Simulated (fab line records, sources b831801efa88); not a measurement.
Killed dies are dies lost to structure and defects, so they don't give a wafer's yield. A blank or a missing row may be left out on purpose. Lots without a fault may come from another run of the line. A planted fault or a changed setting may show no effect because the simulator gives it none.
A struck lot beside a sound one | flow sky130 | 15 steps out of a route of 708
Sound: wafers L326.2, L326.3, L326.6. Struck: wafers L336.2, L336.4, L336.5. The cause comes at the end.
At each step with rows: each side's tool, then ch and its chambers, then its first start. Under that, the readings that differ: sound wafers | struck wafers | difference of the means | sigmas: that difference in standard deviations of wafers without a fault.
alike: readings whose means differ by less than 2 such deviations, and words and numbers that are the same on both sides. not compared: withheld readings, readings that some wafer has no value for, bounds like >300 that may hide the same value, and numbers for which the record gives no deviation and whose values overlap.
The two part at a step that has a row with sigmas, a row that says differs or no value, or rows on one side only. Numbers that don't overlap but have no deviation are shown without sigmas and don't part them. A reading that every wafer of one side lacks parts them only if that side has two wafers or more.

SKY_METAL1_DESCUM_17: chemistry O2, time 8 s.
  sound on rie_metal-03 ch 0,1, day 34 03:53; struck on rie_metal-03 ch 0,1, day 36 09:32
  alike: drypump_motor_current_A, oes_product_au
  not compared: rf_hours_counter_h
SKY_METAL1_ETCH_18: etches BARC in N2/H2, stops on SiO2, time 45.9 s, target depth 60 nm.
  sound on rie_metal-03 ch 0,1, day 34 03:55; struck on rie_metal-03 ch 0,1, day 36 09:34
  alike: drypump_motor_current_A, oes_product_au, throttle_valve_pct
  not compared: rf_hours_counter_h
SKY_METAL1_METAL_ETCH_19: etches the open film in Cl2/BCl3, stops on SiO2, target depth 360 nm, time 78 s.
  sound on rie_metal-03 ch 0,1, day 34 03:59; struck on rie_metal-03 ch 0,1, day 36 09:38
  alike: drypump_motor_current_A, oes_product_au, throttle_valve_pct
  not compared: rf_hours_counter_h
SKY_METAL1_STRIP_20: strips in O2/N2.
  sound on plasma_asher-02 ch 0,1, day 34 04:05; struck on plasma_asher-04 ch 0, day 36 09:44
  reading                     | sound       | struck      | difference | sigmas
  drypump_motor_current_A (A) | 5.5 5.1 5.6 | 6.3 6.3 6.3 | +0.9       | +2
  alike: oes_product_au, strip_time_to_endpoint_s
  not compared: rf_hours_counter_h
then, 4 steps without rows for these wafers: SKY_METAL1_STRIP_21 (strips in post etch residue remover, time 1200 s); SKY_METAL1_CLEAN_22 (cleans in IPA, time 180 s); SKY_METAL1_CLEAN_23 (cleans in O3/DIW); SKY_VIA1_HDPCVD_00 (deposits SiO2, target thk 1030 nm, time 171.7 s).
SKY_VIA1_THK_MEAS_01:
  sound on film_metro-02, day 34 04:47; struck on film_metro-03, day 36 10:30
  alike: VIA1_HDPCVD_THK
SKY_VIA1_CMP_02: polishes SiO2.
  sound on cmp-01 ch 0,1,3, day 34 04:53; struck on cmp-02 ch 1,2,3, day 36 10:36
  alike: motor_current_A, slurry_filter_dp_kPa
SKY_VIA1_BOW_MEAS_03:
  sound on film_metro-04, day 34 05:10; struck on film_metro-03, day 36 10:52
  alike: VIA1_BOW
then, 1 step without rows for these wafers: SKY_VIA1_DEHYDRATE_04 (time 60 s).
SKY_VIA1_HMDS_05: prime time 60 s.
  sound on litho_track-02 ch 0, day 34 16:43; struck on litho_track-04 ch 0, day 36 23:16
  reading          | sound                | struck               | difference | sigmas
  prime_temp_c (C) | 120.02 119.98 119.97 | 116.14 116.02 116.00 | -3.94      | -30
then, 1 step without rows for these wafers: SKY_VIA1_COAT_06 (resist thk 60 nm).
-- the record jumps here: 11 days lie between the struck wafers' starts before and after (it left off in module VIA1 and takes up again in module PAD_OPEN, whose first step shown is number 708 of the route) --
SKY_PAD_OPEN_PROBE_99:
  sound on prober-01, day 46 17:13; struck on prober-02, day 48 11:11
  reading            | sound    | struck   | difference | sigmas
  killed_at_M0_to_M3 | 37 46 41 | 58 58 55 | +16        | +2
  alike: defect_limited_yield, killed_at_M4_up, killed_at_contacts, killed_at_front_end, killed_at_other, killed_dies, killed_open, killed_short, sort_bin_3_pad_short, sort_bin_5_function, sort_bin_6_memory, sort_n_pass, sort_yield_pct

WHERE THEY PART
First at SKY_METAL1_STRIP_20; last, within this record, at SKY_PAD_OPEN_PROBE_99.

WHY: what the simulator had put in
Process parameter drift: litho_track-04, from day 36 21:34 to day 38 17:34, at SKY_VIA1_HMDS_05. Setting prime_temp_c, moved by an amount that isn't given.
